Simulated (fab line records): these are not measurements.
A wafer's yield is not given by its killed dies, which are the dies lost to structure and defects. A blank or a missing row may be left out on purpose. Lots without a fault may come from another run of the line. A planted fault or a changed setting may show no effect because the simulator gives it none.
Which tool was responsible? | flow gf180mcu | Sampling: 12 lots, 36 wafers, 5 of 602 route steps

WHAT THE GAUGES SHOWED, per wafer
GF_M4_RS_MEAS_05: a four-point-probe measurement. Usual: M4_ALCU_RS 0.0694 ohm/sq, standard deviation 0.0006.
lot  | measured     | on            | M4_ALCU_RS (ohm/sq)  | flag
L495 | day 22 13:34 | film metro-03 | 0.0693 0.0699 0.0694 |
L497 | day 23 09:52 | film metro-01 | 0.0697 0.0694 0.0695 |
L498 | day 23 14:55 | film metro-01 | 0.0682 0.0688 0.0692 |
L500 | day 24 07:57 | film metro-03 | 0.0708 0.0706 0.0703 |
L501 | day 24 17:46 | film metro-02 | 0.0705 0.0701 0.0705 |
L503 | day 25 10:22 | film metro-03 | 0.0696 0.0692 0.0693 |
L505 | day 26 07:44 | film metro-03 | 0.0696 0.0694 0.0694 |
L510 | day 27 15:24 | film metro-03 | 0.0692 0.0686 0.0686 |
L511 | day 28 04:28 | film metro-01 | 0.0699 0.0697 0.0701 |
L512 | day 28 16:47 | film metro-01 | 0.0712 0.0704 0.0710 |
L514 | day 29 09:15 | film metro-01 | 0.0682 0.0685 0.0688 |
L517 | day 30 01:02 | film metro-01 | 0.0693 0.0698 0.0705 |

GF_V4_THK_MEAS_01. Usual: V4_CVD_00_THK 599 nm, standard deviation 5.2.
lot  | measured     | on            | V4_CVD_00_THK (nm) | flag
L495 | day 23 13:07 | film metro-02 | 599 592 597        |
L497 | day 24 09:28 | film metro-02 | 595 599 600        |
L498 | day 24 14:29 | film metro-04 | 595 595 605        |
L500 | day 25 06:59 | film metro-01 | 604 613 604        |
L501 | day 25 15:53 | film metro-02 | 590 594 591        |
L503 | day 26 08:34 | film metro-02 | 596 590 593        |
L505 | day 27 05:10 | film metro-01 | 603 606 602        |
L510 | day 28 12:09 | film metro-02 | 719 717 724        | OFF
L511 | day 29 01:20 | film metro-01 | 708 718 712        | OFF
L512 | day 29 12:22 | film metro-04 | 606 602 604        |
L514 | day 30 05:35 | film metro-04 | 596 599 595        |
L517 | day 30 20:25 | film metro-04 | 597 588 593        |

GF_V4_OVL_MEAS_15. Usual: V4_OVL -1 nm, standard deviation 5.4.
lot  | measured     | on         | V4_OVL (nm) | flag
L495 | day 24 12:17 | overlay-01 | -2 4 9      |
L497 | day 25 07:59 | overlay-01 | 7 4 2       |
L498 | day 25 13:05 | overlay-02 | 3 3 -1      |
L500 | day 26 05:13 | overlay-02 | 3 -2 2      |
L501 | day 26 13:55 | overlay-02 | 0 -3 -6     |
L503 | day 27 06:22 | overlay-01 | 5 -5 -1     |
L505 | day 28 02:16 | overlay-01 | -10 -3 -2   |
L510 | day 29 08:37 | overlay-02 | -6 1 -1     |
L511 | day 29 21:04 | overlay-02 | 1 8 -1      |
L512 | day 30 07:32 | overlay-02 | -12 -1 -10  |
L514 | day 31 00:28 | overlay-01 | 1 1 6       |
L517 | day 31 15:22 | overlay-01 | -1 -1 -8    |

WHAT TOOL EACH LOT RAN ON (gives the tool, then ch and the chambers of the sampled wafers, and finally the start)
lot  | GF_M4_SPUTTER_00             | GF_V4_CVD_00
L495 | pvd sputter-02, day 22 13:19 | hdpcvd-02 ch 0,1, day 23 13:02
L497 | pvd sputter-04, day 23 09:37 | hdpcvd-01 ch 1,2, day 24 09:23
L498 | pvd sputter-04, day 23 14:40 | hdpcvd-02 ch 0,1,2, day 24 14:25
L500 | pvd sputter-01, day 24 07:44 | hdpcvd-01 ch 0,1,2, day 25 06:55
L501 | pvd sputter-04, day 24 17:32 | hdpcvd-02 ch 0,1,2, day 25 15:49
L503 | pvd sputter-04, day 25 10:06 | hdpcvd-01 ch 0,1,2, day 26 08:28
L505 | pvd sputter-01, day 26 07:31 | hdpcvd-01 ch 0,2, day 27 05:05
L510 | pvd sputter-01, day 27 15:10 | hdpcvd-02 ch 0,2, day 28 12:04
L511 | pvd sputter-02, day 28 04:13 | hdpcvd-02 ch 0,1, day 29 01:14
L512 | pvd sputter-01, day 28 16:34 | hdpcvd-01 ch 1,2, day 29 12:17
L514 | pvd sputter-02, day 29 09:02 | hdpcvd-01 ch 0,1,2, day 30 05:31
L517 | pvd sputter-01, day 30 00:47 | hdpcvd-01 ch 0,1,2, day 30 20:20
- GF_M4_SPUTTER_00: material Ti, target thk 37.5 nm, time 150 s.
- GF_V4_CVD_00: deposits SiO2, target thk 600 nm, time 100 s.

AS READ BY THE TOOLS THEMSELVES (means over the sampled wafers that have a number; for cases with no such wafer, the mark the record gives instead)
GF_M4_SPUTTER_00. Usual: cathode dc power W 4000.0 W, standard deviation 0.79; substrate temp c 199.98 C, standard deviation 0.16; throttle valve pct 29.6 %, standard deviation 0.74.
lot  | tool           | cathode dc power W (W) | substrate temp c (C) | throttle valve pct (%) | flag
L495 | pvd sputter-02 | 3999.7                 | 199.87               | 29.6                   |
L497 | pvd sputter-04 | 3999.7                 | 200.04               | 29.8                   |
L498 | pvd sputter-04 | 3999.6                 | 200.01               | 29.0                   |
L500 | pvd sputter-01 | 3999.4                 | 200.02               | 29.7                   |
L501 | pvd sputter-04 | 4000.1                 | 200.16               | 29.7                   |
L503 | pvd sputter-04 | 3999.7                 | 199.85               | 29.4                   |
L505 | pvd sputter-01 | 4000.0                 | 199.93               | 29.9                   |
L510 | pvd sputter-01 | 3999.6                 | 199.87               | 29.6                   |
L511 | pvd sputter-02 | 3999.0                 | 200.10               | 29.6                   |
L512 | pvd sputter-01 | 4000.4                 | 199.96               | 29.8                   |
L514 | pvd sputter-02 | 4000.3                 | 199.98               | 29.9                   |
L517 | pvd sputter-01 | 4000.2                 | 200.06               | 29.5                   |

GF_V4_CVD_00. Usual: 60.01 sccm for sih4 flow sccm, sd 0.18.
lot  | tool      | sih4 flow sccm (sccm) | flag
L495 | hdpcvd-02 | 59.95                 |
L497 | hdpcvd-01 | 59.94                 |
L498 | hdpcvd-02 | 59.98                 |
L500 | hdpcvd-01 | 59.96                 |
L501 | hdpcvd-02 | 60.02                 |
L503 | hdpcvd-01 | 60.00                 |
L505 | hdpcvd-01 | 59.94                 |
L510 | hdpcvd-02 | 71.95                 | OFF
L511 | hdpcvd-02 | 71.88                 | OFF
L512 | hdpcvd-01 | 60.24                 |
L514 | hdpcvd-01 | 59.95                 |
L517 | hdpcvd-01 | 60.10                 |

THE ANSWER, worked out from the rows above alone
Rule: a lot counts as off when the mean over its wafers that have a number is more than 3 standard deviations away from the usual mean. Also off: a lot with no number at a reading for which 4 or more lots have one. All remaining lots with rows at the step are treated as sound. The gauges are gone through in route order, then the tools' own readings, and for those a lot's mean is taken as printed above. The first step at which some lot is off is used, and at that step the reading that is off furthest; a lot without a number counts as furthest.
Off: L510, L511, at GF_V4_THK_MEAS_01 (V4_CVD_00_THK).
A tool fits if, at a process step before that reading, it ran every lot that is off, and no sound lot after the first of them. Not tried: the gauges at GF_V4_THK_MEAS_01; whatever is off there is also off at GF_V4_CVD_00, on other tools, and gauge error can't account for it. One fits: hdpcvd-02 at GF_V4_CVD_00. Its last sound lot is L501 (day 25 15:49), its first lot that is off L510 (day 28 12:04): a fault that began between those two fits.
The tool's own readings at GF_V4_CVD_00 bear it out: on the lots that are off they differ by more than 5 times the standard deviation of the sound lots' means. sih4 flow sccm reads 71.91 sccm there against 60.01 sccm on the sound lots.

WHAT THE SIMULATOR PUT IN
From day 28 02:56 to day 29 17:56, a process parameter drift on hdpcvd-02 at GF_V4_CVD_00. Setting sih4 flow sccm shifted by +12 from 60. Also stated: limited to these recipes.
Lots struck among those shown: L510, L511. The same result came from the rule above.
